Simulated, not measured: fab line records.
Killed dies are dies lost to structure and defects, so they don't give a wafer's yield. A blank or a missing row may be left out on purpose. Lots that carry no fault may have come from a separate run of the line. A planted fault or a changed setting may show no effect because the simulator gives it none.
Which tool did it? + flow gf180mcu + 14 lots with 42 wafers sampled at 3 steps, on a route of 602 steps

== WHAT EACH GAUGE READ, for each wafer ==
GF_POLY_GATE_OVL_MEAS_11. Usual: POLY_GATE_OVL typically reads 4 nm, with standard deviation 6.4.
| lot  | measured     | on         | POLY_GATE_OVL (nm) | flag |
|------|--------------|------------|--------------------|------|
| L958 | day 9 03:37  | overlay-02 | 13 -2 13           |      |
| L959 | day 9 11:08  | overlay-02 | 9 12 2             |      |
| L960 | day 9 21:01  | overlay-01 | -5 -10 6           |      |
| L961 | day 10 00:38 | overlay-02 | 14 11 9            |      |
| L963 | day 10 11:41 | overlay-02 | 0 2 11             |      |
| L964 | day 11 00:07 | overlay-02 | -2 2 8             |      |
| L965 | day 11 08:13 | overlay-01 | -13 3 0            |      |
| L974 | day 13 22:59 | overlay-01 | 10 11 4            |      |
| L975 | day 14 07:10 | overlay-02 | 4 -2 -1            |      |
| L976 | day 14 21:16 | overlay-01 | -1 -7 -6           |      |
| L977 | day 15 02:35 | overlay-02 | -2 -1 -4           |      |
| L978 | day 15 05:43 | overlay-01 | 12 5 6             |      |
| L979 | day 15 11:01 | overlay-02 | -1 9 8             |      |
| L981 | day 16 04:22 | overlay-01 | 6 -2 9             |      |

GF_POLY_GATE_CD_MEAS_18. Usual: 279.7 nm for cd nm, sd 2.5.
| lot  | measured     | on        | cd nm (nm)        | flag |
|------|--------------|-----------|-------------------|------|
| L958 | day 9 05:14  | cd sem-02 | 279.5 276.4 277.8 |      |
| L959 | day 9 13:06  | cd sem-02 | 279.5 281.8 279.3 |      |
| L960 | day 9 22:39  | cd sem-01 | 281.6 277.9 277.3 |      |
| L961 | day 10 02:18 | cd sem-01 | 282.7 280.8 279.9 |      |
| L963 | day 10 13:52 | cd sem-02 | 286.0 279.3 283.9 |      |
| L964 | day 11 03:17 | cd sem-01 | 277.8 282.0 279.2 |      |
| L965 | day 11 09:49 | cd sem-02 | 276.1 278.7 277.2 |      |
| L974 | day 14 00:53 | cd sem-01 | 276.6 278.4 277.8 |      |
| L975 | day 14 08:46 | cd sem-01 | 285.4 283.8 280.9 |      |
| L976 | day 14 22:52 | cd sem-02 | 280.2 281.4 279.8 |      |
| L977 | day 15 04:11 | cd sem-02 | 282.6 279.2 282.8 |      |
| L978 | day 15 09:28 | cd sem-01 | 282.0 283.3 284.6 |      |
| L979 | day 15 16:52 | cd sem-02 | 281.5 274.8 277.7 |      |
| L981 | day 16 05:58 | cd sem-02 | 275.7 278.2 277.7 |      |

GF_HV_LDD_CD_MEAS_31: target cd 400 nm. Usual: 399.9 nm for cd nm, sd 2.3.
| lot  | measured     | on        | cd nm (nm)        | flag |
|------|--------------|-----------|-------------------|------|
| L958 | day 11 12:10 | cd sem-02 | 400.2 401.7 399.7 |      |
| L959 | day 11 20:01 | cd sem-01 | 400.3 401.8 401.4 |      |
| L960 | day 12 06:46 | cd sem-01 | 401.2 402.5 401.3 |      |
| L961 | day 12 10:53 | cd sem-02 | 402.1 401.5 399.4 |      |
| L963 | day 12 23:03 | cd sem-02 | 395.9 397.7 396.8 |      |
| L964 | day 13 13:40 | cd sem-01 | 401.8 402.7 400.4 |      |
| L965 | day 13 20:21 | cd sem-02 | 400.2 400.7 401.0 |      |
| L974 | day 16 16:44 | cd sem-02 | 398.4 396.2 398.5 |      |
| L975 | day 17 02:29 | cd sem-01 | 399.5 401.9 403.4 |      |
| L976 | day 17 18:19 | cd sem-01 | 402.6 400.0 402.9 |      |
| L977 | day 17 23:44 | cd sem-02 | 395.8 396.2 397.2 |      |
| L978 | day 18 05:22 | cd sem-02 | 398.0 396.6 397.1 |      |
| L979 | day 18 12:55 | cd sem-01 | 401.3 403.5 403.3 |      |
| L981 | day 19 04:48 | cd sem-01 | 397.3 397.0 398.2 |      |

== TOOL THAT RAN EACH LOT (tool first, then ch and the chambers of the sampled wafers, then the start) ==
There is no process step in the record ahead of these readings.

== WHAT THE TOOLS THEMSELVES READ (means of the sampled wafers that have a number; where no wafer has one, the mark that the record gives instead) ==
The record holds no such reading with a usual standard deviation.

== THE ANSWER, worked out from the rows above alone ==
Rule: lot off if the mean of its wafers having a number is beyond 3 standard deviations from the usual mean. A lot without any number at a reading at which 4 lots or more have one is off too. All remaining lots with rows at the step are treated as sound. First the gauges in route order, then the tools' own readings, where a lot's mean is used as printed above. The first step at which some lot is off is used, and at that step the reading that is off furthest; a lot without a number counts as furthest.
Across all readings shown, no lot is off: no conclusion can be drawn from this.

== WHAT THE SIMULATOR PUT IN ==
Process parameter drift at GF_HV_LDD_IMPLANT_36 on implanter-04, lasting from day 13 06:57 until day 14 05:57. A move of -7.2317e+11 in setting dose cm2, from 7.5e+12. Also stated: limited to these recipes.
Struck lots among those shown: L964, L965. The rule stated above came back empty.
